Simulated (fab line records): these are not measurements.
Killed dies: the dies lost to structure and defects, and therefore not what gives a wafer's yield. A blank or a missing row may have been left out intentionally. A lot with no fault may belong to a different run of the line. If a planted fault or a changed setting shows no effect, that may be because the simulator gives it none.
fab line records | flow sky130
record lots=11 wafers=33 last-day=50
route steps=708 shown PWDE@54 SONOS_ONO@185 POLY_GATE@234 SD_P@331
lots with no fault: from the same line, run without faults
start-h: hours from the record's first day to the start of the lot's first wafer shown | wait-h: how many hours have passed since the lot's step before this one | " repeats the value in the row above | L1.1+2: a row that stands for several wafers | - value missing, or start not given | * or withheld: withheld | < > ~ a bound
route shown NAME@n: names a module that has steps shown in the file, with the first one's number in the route | usual: mean/standard deviation of fault-free wafers | same: alike in all rows | chamber/n: place in a boat | sites: each site's reading | _std_site: their standard deviation | _edge_site: the outer-site mean with the inner-site mean subtracted | radius-mm: how far each site lies from the wafer's centre | mask NAME#n: copy n | behind: the tool/chamber that last shaped the wafer | hold: why the lot was held/for how many hours/how that ended | device: names the non-switching transistor (n, p or np) | end of line: tests run on the same wafers once the route is complete | a step with no rows: only its recipe | killed: not the wafer's yield, but the dies lost to structure and defects at the first sort | map: a wafer's dies, x killed, . not, _ none there
set.NAME: the setting that was run; set.NAME@STEP: the one run at that earlier step | model.NAME: the simulator's own value behind a step, which no gauge read
steps of the route over a sample of lots; a table a step, a row a wafer
services: from which hour (start-h, from the record's first day; less than 0 if before it) a tool's chamber was out of use, for how many hours, and why
## steps
# step SKY_PWDE_STRIP_09
# recipe chemistry=O2/N2 power-w=1400 pressure-mtorr=1500 platen-temp-c=withheld o2-flow-sccm=3000 n2-flow-sccm=300 overash-fraction=0.5
# usual drypump-motor-current-A=5.51/0.22 oes-product-au=0.723/0.004 strip-time-to-endpoint-s=37.35/0.14
# columns lot.wafer tool chamber start-h wait-h drypump-motor-current-A oes-product-au rf-hours-counter-h strip-time-to-endpoint-s
L161.2 plasma-asher-02 0 69.77 0.1 5.75 0.717 36 37.23
L161.3 " 0 " " 5.77 0.727 - 37.23
L161.4 " 1 " " 5.25 0.720 - 37.06
L162.1 plasma-asher-01 1 75.77 0.1 5.47 0.722 40 37.33
L162.5 " 0 " " 5.55 0.727 - 37.35
L162.6 " 1 " " 5.47 0.729 - 37.45
L169.2 plasma-asher-03 0 115.37 0.1 5.26 0.721 31 37.25
L169.5 " 0 " " 5.27 0.713 - 37.37
L169.6 " 1 " " 5.78 0.728 - 37.37
L170.3 plasma-asher-02 1 120.50 0.1 5.22 0.722 - 36.97
L170.4 " 0 " " 5.80 0.721 - 37.04
L170.6 " 1 " " 5.24 0.727 - 37.06
L176.4 plasma-asher-01 1 163.74 0.1 5.44 0.725 - 37.28
L176.5 " 0 " " 5.59 0.725 - 37.53
L176.6 " 1 " " 5.43 0.724 - 37.51
L178.3 plasma-asher-03 0 167.10 0.1 5.27 0.723 - 37.44
L178.4 " 1 " " 5.74 0.726 - 37.42
L178.6 " 0 " " 5.25 0.721 - 37.43
L177.1 plasma-asher-02 0 168.07 0.1 5.75 0.722 47 37.20
L177.2 " 1 " " 5.25 0.721 47 37.14
L177.5 " 0 " " 5.76 0.718 - 37.16
L179.2 plasma-asher-03 1 173.67 0.1 5.78 0.729 34 37.49
L179.3 " 1 " " 5.75 0.724 - 37.51
L179.4 " 0 " " 5.26 0.714 - 37.54
L182.2 plasma-asher-03 1 183.27 0.1 5.75 0.725 35 37.28
L182.4 " 1 " " 5.84 0.723 - 37.39
L182.5 " 0 " " 5.27 0.722 - 37.42
L181.1 plasma-asher-02 1 184.22 0.1 5.27 0.717 49 37.47
L181.5 " 1 " " 5.25 0.723 - 37.36
L181.6 " 0 " " 5.78 0.724 - 37.49
L183.3 plasma-asher-03 1 191.45 0.1 5.77 0.720 - 37.22
L183.4 " 0 " " 5.25 0.719 - 37.30
L183.6 " 0 " " 5.27 0.721 - 37.29
# step SKY_SONOS_ONO_STRIP_17
# recipe chemistry=O2/N2 power-w=1400 pressure-mtorr=1500 platen-temp-c=withheld o2-flow-sccm=3000 n2-flow-sccm=300 overash-fraction=0.5
# usual drypump-motor-current-A=5.59/0.23 oes-product-au=0.710/0.0046 strip-time-to-endpoint-s=14.12/0.035
# columns lot.wafer tool chamber start-h wait-h drypump-motor-current-A oes-product-au rf-hours-counter-h strip-time-to-endpoint-s
L161.2 plasma-asher-03 0 277.73 0.0 5.28 0.709 44 14.15
L161.3 " 1 " " 5.78 0.711 - 14.13
L161.4 " 0 " " 5.27 0.704 - 14.13
L162.1 plasma-asher-03 1 286.16 0.0 5.76 0.711 45 14.13
L162.5 " 1 " " 5.80 0.713 - 14.12
L162.6 " 0 " " 5.27 0.714 - 14.11
L169.2 plasma-asher-01 0 350.64 0.0 5.57 0.714 24 14.11
L169.5 " 1 " " 5.46 0.710 - 14.13
L169.6 " 0 " " 5.58 0.716 - 14.10
L170.3 plasma-asher-01 1 358.08 0.0 5.45 0.709 - 14.14
L170.4 " 0 " " 5.55 0.717 - 14.17
L170.6 " 1 " " 5.46 0.708 - 14.14
L176.4 plasma-asher-03 0 416.54 0.0 5.26 0.711 - 14.14
L176.5 " 0 " " 5.27 0.713 - 14.15
L176.6 " 1 " " 5.69 0.701 - 14.16
L178.3 plasma-asher-03 0 422.88 0.0 5.25 0.708 - 14.13
L178.4 " 1 " " 5.80 0.712 - 14.07
L178.6 " 1 " " 5.76 0.710 - 14.11
L177.1 plasma-asher-01 0 423.28 0.0 5.58 0.708 32 14.10
L177.2 " 1 " " 5.46 0.702 32 14.06
L177.5 " 0 " " 5.55 0.713 - 14.04
L179.2 plasma-asher-01 1 430.73 0.0 5.44 0.713 33 14.14
L179.3 " 1 " " 5.44 0.701 - 14.13
L179.4 " 0 " " 5.60 0.708 - 14.12
L182.2 plasma-asher-03 1 443.09 0.0 5.75 0.709 60 14.10
L182.4 " 0 " " 5.27 0.708 - 14.13
L182.5 " 0 " " 5.28 0.711 - 14.15
L181.1 plasma-asher-01 0 447.58 0.0 5.59 0.712 34 14.09
L181.5 " 1 " " 5.46 0.715 - 14.08
L181.6 " 0 " " 5.58 0.702 - 14.11
L183.3 plasma-asher-01 1 454.41 0.0 5.44 0.716 - 14.16
L183.4 " 0 " " 5.57 0.709 - 14.11
L183.6 " 0 " " 5.57 0.713 - 14.12
# step SKY_POLY_GATE_OXIDATION_20
# recipe temp-c=850 ambient=O2 stabilise-s=600 purge-s=300 target-thk-a=40 ox-time-s=899
# usual spike-tc-bottom-C=871.2/1.5 spike-tc-centre-C=851.3/1.6 spike-tc-lower-C=849.7/1 spike-tc-top-C=863.6/2.7 spike-tc-upper-C=849.6/1.2 tube-center-temp-C=850/0.08 tube_center_temp_C_max=852.2/0.38 zone-power-centre-pct=17.4/1.4
# columns lot.wafer tool chamber start-h wait-h spike-tc-bottom-C spike-tc-centre-C spike-tc-lower-C spike-tc-top-C spike-tc-upper-C tube-center-temp-C tube_center_temp_C_max zone-power-centre-pct
L161.2 furnace-01 0 365.96 1.3 871.0 850.2 849.3 862.3 848.0 849.93 852.1 15.9
L161.3 " 0 " " 868.0 849.4 848.0 861.7 849.7 850.06 851.9 16.0
L161.4 " 0 " " 869.9 849.7 849.5 860.5 848.9 849.89 852.5 16.3
L162.1 furnace-02 0 384.88 1.2 872.4 852.5 849.8 866.4 849.0 850 852.5 19.0
L162.5 " 0 " " 874.3 852.3 849.3 867.3 850.3 849.96 851.5 18.7
L162.6 " 0 " " 873.2 852.5 850.4 867.0 849.6 850.05 852.2 18.8
L169.2 furnace-02 0 449.25 0.5 888.8 868.9 865.4 881.7 866.5 866.27 868.1 19.7
L169.5 " 0 " " 888.3 869.4 865.1 883.5 867.2 866.37 868.0 19.6
L169.6 " 0 " " 888.4 868.2 866.6 884.1 866.3 866.29 868.3 19.2
L170.3 furnace-02 0 459.77 0.0 889.6 868.0 867.3 882.7 867.2 866.24 867.9 19.8
L170.4 " 0 " " 888.2 868.9 867.5 881.5 865.4 866.43 868.1 19.5
L170.6 " 0 " " 889.4 870.3 867.0 882.1 866.2 866.3 868.5 19.5
L176.4 furnace-01 0 516.75 0.0 870.0 850.1 849.0 861.4 850.8 850.13 852.5 16.1
L176.5 " 0 " " 872.3 850.0 848.7 861.9 849.2 850.01 851.7 16.2
L176.6 " 0 " " 868.8 849.7 849.5 860.6 848.9 850.2 851.8 16.1
L178.3 furnace-02 0 521.77 0.0 873.4 853.2 850.4 865.8 848.6 849.81 852.1 18.8
L178.4 " 0 " " 872.7 851.2 851.7 866.9 852.0 850.02 851.8 18.5
L178.6 " 0 " " 872.6 852.2 850.5 863.1 849.8 850.11 852.8 19.0
L177.1 furnace-01 0 524.51 0.0 871.0 850.8 848.5 861.4 852.1 850.01 852.5 16.5
L177.2 " 0 " " 870.4 850.0 848.6 861.8 850.3 850.16 851.9 16.2
L177.5 " 0 " " 869.9 850.9 849.7 860.9 851.0 849.95 852.1 16.1
L179.2 furnace-02 0 530.66 0.0 870.8 852.1 849.9 865.1 850.4 850.17 852.1 18.8
L179.3 " 0 " " 873.2 851.5 851.1 866.3 849.4 850.07 852.2 19.1
L179.4 " 0 " " 872.0 851.5 849.9 866.0 849.4 849.97 852.0 19.2
L182.2 furnace-02 0 542.80 0.0 873.1 852.6 847.6 865.6 849.5 850.08 851.8 18.8
L182.4 " 0 " " 871.1 852.6 849.8 866.9 849.2 849.98 852.5 18.7
L182.5 " 0 " " 872.6 853.1 848.9 865.7 849.5 850 852.6 18.9
L181.1 furnace-02 0 547.51 0.0 871.9 852.5 848.9 864.4 851.1 850.12 851.8 19.1
L181.5 " 0 " " 872.9 851.6 851.1 866.2 849.7 850.05 852.4 19.2
L181.6 " 0 " " 871.7 853.7 850.8 865.6 850.6 849.98 851.9 19.2
L183.3 furnace-01 0 553.51 0.0 869.8 850.3 850.1 862.1 849.2 850.03 851.8 16.2
L183.4 " 0 " " 870.3 851.2 849.3 861.1 847.0 849.98 852.0 16.0
L183.6 " 0 " " 870.8 851.5 848.1 862.5 850.1 849.9 852.1 16.3
# step SKY_POLY_GATE_THK_MEAS_21
# recipe reads=SiO2_of_POLY_GATE_OXIDATION_20
# usual POLY_GATE_OXIDATION_THK=4.02/0.081
# columns lot.wafer tool chamber start-h wait-h hold POLY_GATE_OXIDATION_THK[nm]
L161.2 film-metro-04 - 367.22 0.0 - 3.85
L161.3 " - " " - 4.01
L161.4 " - " " - 3.86
L162.1 film-metro-04 - 386.13 0.0 - 3.93
L162.5 " - " " - 3.96
L162.6 " - " " - 3.97
L169.2 film-metro-01 - 450.51 0.0 await-dispo/0.2h/release 5.01
L169.5 " - " " await-dispo/0.2h/release 4.98
L169.6 " - " " await-dispo/0.2h/release 4.95
L169.2 film-metro-01 - 450.73 0.2 - 5.05
L169.5 " - " " - 4.93
L169.6 " - " " - 5.02
L170.3 film-metro-04 - 461.04 0.0 await-dispo/0.2h/release 4.87
L170.4 " - " " await-dispo/0.2h/release 4.82
L170.6 " - " " await-dispo/0.2h/release 4.89
L170.3 film-metro-04 - 461.27 0.2 - 4.87
L170.4 " - " " - 4.84
L170.6 " - " " - 4.88
L176.4 film-metro-04 - 518.03 0.0 - 4.15
L176.5 " - " " - 4.09
L176.6 " - " " - 4.07
L178.3 film-metro-01 - 523.04 0.0 - 4.06
L178.4 " - " " - 4.12
L178.6 " - " " - 4.03
L177.1 film-metro-01 - 525.76 0.0 - 4.00
L177.2 " - " " - 4.00
L177.5 " - " " - 4.07
L179.2 film-metro-03 - 531.92 0.0 - 4.16
L179.3 " - " " - 4.10
L179.4 " - " " - 4.20
L182.2 film-metro-04 - 544.06 0.0 - 4.14
L182.4 " - " " - 4.11
L182.5 " - " " - 4.16
L181.1 film-metro-03 - 548.76 0.0 - 4.07
L181.5 " - " " - 4.11
L181.6 " - " " - 4.07
L183.3 film-metro-03 - 554.78 0.0 - 3.99
L183.4 " - " " - 3.90
L183.6 " - " " - 4.00
# step SKY_SD_P_TW_MEAS_11
# usual SD_P_TW=2828/18
# columns lot.wafer tool chamber start-h wait-h SD_P_TW
L161.2 film-metro-03 - 583.20 0.1 2819
L161.3 " - " " 2812
L161.4 " - " " 2818
L162.1 film-metro-01 - 605.13 0.1 2830
L162.5 " - " " 2835
L162.6 " - " " 2835
L169.2 film-metro-01 - 667.27 0.1 2839
L169.5 " - " " 2850
L169.6 " - " " 2864
L170.3 film-metro-04 - 674.20 0.1 2820
L170.4 " - " " 2827
L170.6 " - " " 2834
L176.4 film-metro-01 - 728.73 0.1 2836
L176.5 " - " " 2845
L176.6 " - " " 2834
L178.3 film-metro-01 - 731.90 0.1 2859
L178.4 " - " " 2860
L178.6 " - " " 2864
L177.1 film-metro-04 - 736.41 0.1 2805
L177.2 " - " " 2797
L177.5 " - " " 2813
L179.2 film-metro-01 - 739.49 0.1 2846
L179.3 " - " " 2854
L179.4 " - " " 2840
L182.2 film-metro-04 - 751.71 0.1 2815
L182.4 " - " " 2820
L182.5 " - " " 2811
L181.1 film-metro-04 - 755.49 0.1 2830
L181.5 " - " " 2817
L181.6 " - " " 2825
L183.3 film-metro-04 - 758.98 0.1 2812
L183.4 " - " " 2830
L183.6 " - " " 2827
## services
# columns tool chamber start-h hours kind
plasma-asher-02 - 79.76 3.7 repair
furnace-01 - 102.79 3.2 pm
furnace-01 - 108.24 11.1 repair
plasma-asher-01 - 108.79 9.0 pm
plasma-asher-01 0 108.79 9.0 vent-cycle
plasma-asher-01 1 108.79 9.0 vent-cycle
plasma-asher-03 - 130.44 32.8 pm
plasma-asher-02 - 146.76 0.5 repair
furnace-02 - 183.28 3.0 pm
plasma-asher-02 - 185.47 13.6 repair
plasma-asher-01 - 191.64 2.0 repair
plasma-asher-03 - 195.75 4.3 repair
furnace-01 - 211.63 3.1 pm
furnace-01 - 269.71 4.7 repair
plasma-asher-02 - 284.48 5.2 repair
furnace-02 - 320.16 2.9 pm
plasma-asher-03 - 342.79 1.5 repair
furnace-02 - 349.92 3.5 pm
furnace-01 - 378.13 3.7 pm
furnace-01 - 384.88 4.1 pm
plasma-asher-03 - 447.78 2.5 repair
furnace-02 - 517.92 3.7 pm
furnace-01 - 521.60 2.5 pm
furnace-01 - 546.13 3.1 pm
## key
first-sign step=SKY_POLY_GATE_OXIDATION_20 reading=tube-center-temp-C direction=up sigmas=99+ usual=* struck=*
effect step=SKY_POLY_GATE_OXIDATION_20 reading=tube_center_temp_C_max direction=up sigmas=42 usual=* struck=*
effect step=SKY_POLY_GATE_THK_MEAS_21 reading=visit direction=added
effect step=SKY_POLY_GATE_THK_MEAS_21 reading=POLY_GATE_OXIDATION_THK direction=up sigmas=11 usual=4.02 struck=4.92
met-at SKY_POLY_GATE_OXIDATION_20
struck-lots L169,L170
tester-left-out L169,L170
not-acting-at SKY_PWDE_STRIP_09,SKY_SONOS_ONO_STRIP_17,SKY_SD_P_TW_MEAS_11
onset-between 384.88 449.25
fault kind=process-parameter-drift tool=furnace-02 chamber=- onset-h=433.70 steps=SKY_POLY_GATE_OXIDATION_20 channel=temp-c offset=* shape=step end-h=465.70 acts-in=* stated=*
# tester-left-out: of these lots the tester's yield and bins aren't shown, on N5 and GAA mostly nor the transistor test; their killed dies are dies lost to structure and defects alone, not to doping, threshold or leakage, so they don't give the yield
